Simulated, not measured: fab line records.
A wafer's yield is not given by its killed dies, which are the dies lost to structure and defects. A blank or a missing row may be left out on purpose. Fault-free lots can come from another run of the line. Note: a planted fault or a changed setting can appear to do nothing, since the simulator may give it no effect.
2 desks, one fault -- flow sky130 -- only its own numbers are on each desk; what lay behind them is given at the end

== DESK OF THE TOOL OWNER: litho-track-03 ==
The tool's own readings at SKY_VT_ADJUST_LVTN_DEVELOP_06 (develop time 60 s): means of the sampled wafers that have a number, for each lot that ran on this tool. A lot is out of limits, marked OUT, if its mean lies more than 4 standard deviations from the usual mean; the brackets give that distance.
Columns: A = chill-plate-temp-C at SKY_VT_ADJUST_LVTN_DEVELOP_06, usual 23.00 C; B = developer-temp-C at SKY_VT_ADJUST_LVTN_DEVELOP_06, usual 22.98 C; C = exhaust-pa at SKY_VT_ADJUST_LVTN_DEVELOP_06, usual 44.9 Pa
lot,first seen here,A,B,C
L579,day 7 10:00,23.02,22.97,44.8
L580,day 7 13:00,23.04,22.82,44.6
L582,day 8 00:00,22.94,22.98,44.3
L593,day 11 13:00,23.02,22.07 (-9.1) OUT,44.7
L594,day 11 15:00,23.02,22.03 (-9.5) OUT,43.9
This desk's finding: out of limits on L593, L594; first on L593, day 11 13:00 (developer-temp-C at SKY_VT_ADJUST_LVTN_DEVELOP_06). In limits: L579, L580, L582.

== THE METROLOGY DESK ==
Means of the sampled wafers that have a number, per lot and without regard to the tool the lot ran on: this is what the gauges read. A lot is out of limits, marked OUT, if its mean lies more than 4 standard deviations from the usual mean; the brackets give that distance.
Columns: A = PWDE_RS at SKY_NWELL_RS_MEAS_31, usual 5278 ohm/sq; B = GATE_OXIDE_OVL at SKY_GATE_OXIDE_OVL_MEAS_10, usual -1.5 nm; C = POLY_GATE_CVD_00_THK at SKY_POLY_GATE_THK_MEAS_01, usual 180.0 nm
lot,first seen here,A,B,C
L578,day 5 14:12,5271,-2.4,180.9
L579,day 5 19:02,5259,-1.6,178.6
L580,day 5 22:20,5291,-1.4,181.5
L581,day 6 05:06,5244,-1.2,178.9
L582,day 6 09:57,5289,0.5,180.0
L583,day 6 18:35,5290,-1.5,180.6
L584,day 6 23:44,5270,0.9,181.4
L585,day 7 05:44,5289,-1.5,178.9
L593,day 9 14:47,5288,-4.1,177.9
L594,day 9 15:41,5256,-1.5,181.4
L598,day 10 11:28,5285,-1.8,181.6
L599,day 10 17:56,5255,-2.9,182.5
L600,day 11 00:01,5291,-1.6,181.4
L601,day 11 03:34,5299,-1.6,181.2
This desk's verdict: no lot among the 14 shows anything out of limits.

== PUT TOGETHER ==
The tool owner's desk could have raised an alarm at day 11 13:00, on L593, L594.
At the metrology desk, nothing out of limits was observed.
The metrology desk has L593, L594 on record, within its limits.
All the named lots went through SKY_VT_ADJUST_LVTN_DEVELOP_06 on litho-track-03.

== WHAT THE SIMULATOR HAD PUT IN ==
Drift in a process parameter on litho-track-03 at SKY_VT_ADJUST_LVTN_DEVELOP_06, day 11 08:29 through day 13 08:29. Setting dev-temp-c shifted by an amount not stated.
Shown lots that were struck: L593, L594.
Time in hours from fault onset to the first out-of-limits reading at each desk: the tool owner's desk, 5.
